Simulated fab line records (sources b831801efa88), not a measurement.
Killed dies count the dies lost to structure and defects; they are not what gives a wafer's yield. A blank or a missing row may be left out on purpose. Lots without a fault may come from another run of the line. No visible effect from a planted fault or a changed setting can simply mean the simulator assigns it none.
Which of the tools did it? -- flow sky130 -- 18 wafers from 6 lots sampled at 2 of the route's 708 steps

== WHAT EACH GAUGE READ, for each wafer ==
SKY_SD_N_RS_MEAS_16: a four-point-probe measurement.
lot,measured,on,SD_N_RS (ohm/sq)
L666,day 29 08:37,film_metro-04,68.41 68.50 68.55
L668,day 30 06:50,film_metro-01,68.56 68.62 68.64
L671,day 31 03:55,film_metro-04,68.92 68.72 68.76
L673,day 31 17:26,film_metro-04,68.59 68.77 68.56
L675,day 32 06:35,film_metro-02,68.51 68.40 68.46
L682,day 34 10:44,film_metro-02,68.59 68.67 68.52

== EACH LOT AND THE TOOL THAT RAN IT (in order: tool; ch and the chambers of the sampled wafers; start) ==
lot,SKY_LDD_HVP_EXPOSE_04
L666,"iline_stepper-01 ch 0, day 22 14:31"
L668,"iline_stepper-01 ch 0, day 23 13:47"
L671,"iline_stepper-01 ch 0, day 24 12:22"
L673,"iline_stepper-01 ch 0, day 25 03:11"
L675,"iline_stepper-02 ch 0, day 25 16:30"
L682,"iline_stepper-01 ch 0, day 28 02:27"
- SKY_LDD_HVP_EXPOSE_04: exposes mask HVPTM, target cd 700 nm.

== THE ANSWER, worked out from the rows above alone ==
Rule: usual is defined by the lots themselves. Put in order of their means at a reading, lots are off if they are a third of the lots or fewer, leave a main group of 4 or more, and stand apart from it by a gap of 3 or more times the standard deviation of the main group's means; of several such gaps the widest counts. The tables above print the reading to a certain number of digits; a main group whose means all agree to those digits is not used. A lot without any number at a reading at which 4 lots or more have one is off too. The other lots that the step has rows for count as sound.
Across all readings shown, no lot is off: no conclusion can be drawn from this.

== WHAT THE SIMULATOR PUT IN ==
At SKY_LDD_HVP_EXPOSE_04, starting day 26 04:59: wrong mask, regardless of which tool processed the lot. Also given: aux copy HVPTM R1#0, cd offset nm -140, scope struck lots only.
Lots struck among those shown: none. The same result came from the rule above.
